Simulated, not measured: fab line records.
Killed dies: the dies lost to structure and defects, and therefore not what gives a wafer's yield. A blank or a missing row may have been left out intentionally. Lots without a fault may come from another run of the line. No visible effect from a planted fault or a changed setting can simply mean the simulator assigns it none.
Code-filled problem report in 8D (eight disciplines) form || flow gf180mcu || the parts of the form that need people (team, actions taken, sign-off) are left out

## 1. PROBLEM STATEMENT
Mean V1_W_RS at GF_V1_RS_MEAS_24: 0.3497 ohm/sq over 6 wafers in 2 lots; fault-free wafers: 0.3288 ohm/sq, standard deviation 0.0026. Relative to the usual mean, that is a shift of +8.0 standard deviations.
The step: measures by four-point-probe.
Seen first at day 24 20:41 on film_metro-04, wafer L467.1. The record has a number at this step for 33 wafers belonging to 11 lots. Rule for "out", or "out of limits": more than 4 standard deviations from the usual mean. Any other wafer with a number is counted as sound.

## 2. WHAT IT IS; WHAT IT IS NOT
{"question": "which readings at this step", "is": "V1_W_RS", "is not": "-"}
{"question": "which lots", "is": "L467, L469", "is not": "L448, L450, L451, L455, L457, L458, L460, L462, L471"}
{"question": "which wafers of those lots", "is": "all that have a number", "is not": "-"}
{"question": "read on which gauges", "is": "film_metro-02, film_metro-04", "is not": "film_metro-01"}
{"question": "when", "is": "from day 24 20:41", "is not": "up to then (24 sound wafers); but 3 sound wafers of L471 came after"}

## 3. WHAT RULES OUT EACH SUSPECT
Counting: a tool stays on the suspect list if, at a process step up to the reading, it processed all lots that are out and no sound lot following the first of them.
- ruled out: the gauge at GF_V1_RS_MEAS_24. Those wafers that are out were read across 2 gauges (film_metro-02, film_metro-04).
- cvd_w-01 at GF_V1_CVD_23 (deposits W, target thk 350 nm, time 105.05 s): kept. All lots that are out passed through it, beginning with L467 at day 24 20:34, and no sound lot followed; its final sound lot before that point was L458 at day 22 09:43. Out on those wafers are its own readings of chamber_pressure_Torr.
Left after counting: cvd_w-01 at GF_V1_CVD_23.

## 4. THE CAUSE (what the simulator had put in)
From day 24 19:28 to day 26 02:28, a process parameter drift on cvd_w-01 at GF_V1_CVD_23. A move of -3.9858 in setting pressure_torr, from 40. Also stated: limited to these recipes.
Only this tool survived the counting.

## 5. SEQUENCE OF EFFECTS, ordered by route
Rows list readings where the struck wafers' mean (over those with a number) sits beyond 3 standard deviations from the usual. Only readings whose record carries a usual standard deviation are examined. hours: median over the lots of the time between each lot's start at the first step of this table that gives one and its start at this step. sigmas: the change, counted in usual standard deviations.
{"hours": 0, "step": "GF_V1_CVD_23", "reading": "chamber_pressure_Torr", "usual": "39.98 Torr", "on struck wafers": 35.96, "change": -4.02, "sigmas": -40}
{"hours": 0, "step": "GF_V1_RS_MEAS_24", "reading": "V1_W_RS", "usual": "0.3288 ohm/sq", "on struck wafers": 0.3497, "change": "+0.0209", "sigmas": "+8.0"}
{"hours": 3, "step": "GF_V1_THK_MEAS_25", "reading": "V1_W_THK", "usual": "356 nm", "on struck wafers": 331, "change": -25, "sigmas": -4.3}
Process steps it contains:
- GF_V1_CVD_23: deposits W, target thk 350 nm, time 105.05 s.

## 6. WHAT WOULD HAVE CAUGHT IT SOONER
In this record the first reading out of limits at a measuring or inspecting step was taken at day 24 20:41, 1 hour after the fault began at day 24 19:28.
Tool's own readings at GF_V1_CVD_23, chamber_pressure_Torr: out on all struck wafers the step has rows for; an alarm limit on them would have tripped on the first.
L469, from the lots that are out (2), started GF_V1_CVD_23 on cvd_w-01 later than day 24 20:41. Holding the tool at that time would have saved it.
